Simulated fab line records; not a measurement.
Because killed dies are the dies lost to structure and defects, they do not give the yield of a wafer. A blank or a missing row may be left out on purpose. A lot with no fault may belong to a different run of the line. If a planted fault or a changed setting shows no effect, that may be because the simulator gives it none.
Chamber matching :: flow gf180mcu :: GF_V4_CVD_02 on pecvd-02: 3 sister chambers
The step deposits SiO2 from TEOS, target thk 850 nm, time 94.851 s. 3 wafers are shown with their chamber, then 7 later ones without.

## WAFERS PAIRED WITH THEIR CHAMBERS
wafer: L119.3
chamber: 1
heaterPowerW (W): 637

wafer: L120.1
chamber: 0
heaterPowerW (W): 769

wafer: L120.2
chamber: 2
heaterPowerW (W): 671

## WAFERS WITHOUT THEIR CHAMBER
wafer: L120.4
heaterPowerW (W): 823

wafer: L121.2
heaterPowerW (W): 772

wafer: L121.3
heaterPowerW (W): 554

wafer: L121.5
heaterPowerW (W): 821

wafer: L128.3
heaterPowerW (W): 833

wafer: L128.4
heaterPowerW (W): 545

wafer: L128.6
heaterPowerW (W): 601

## EACH ONE'S CHAMBER
wafer: L120.4
from the rows above: can't be placed: 0 or 2
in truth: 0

wafer: L121.2
from the rows above: can't be placed: 0 or 2
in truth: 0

wafer: L121.3
from the rows above: can't be placed: 1 or 2
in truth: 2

wafer: L121.5
from the rows above: can't be placed: 0 or 2
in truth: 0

wafer: L128.3
from the rows above: can't be placed: 0 or 2
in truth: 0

wafer: L128.4
from the rows above: can't be placed: 1 or 2
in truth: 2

wafer: L128.6
from the rows above: can't be placed: 1 or 2
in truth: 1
Correctly placed: 0 of 7. Unplaceable from these rows: 7, with the true chamber sitting among the candidates in 7. Placed wrongly: 0.
How it was worked out, from the rows above alone: a wafer's distance from a chamber is the root of the sum, over the readings, of the square of ((its reading less the chamber's mean) divided by the reading's scatter). If the next closest chamber is less than 2 further off than the closest, the wafer can't be placed; otherwise it belongs to the closest. A chamber's mean is the mean of its shown wafers. The scatter (one wafer shown for each chamber): square how far every hidden wafer sits from the nearest shown wafer, average those squares and take the square root.
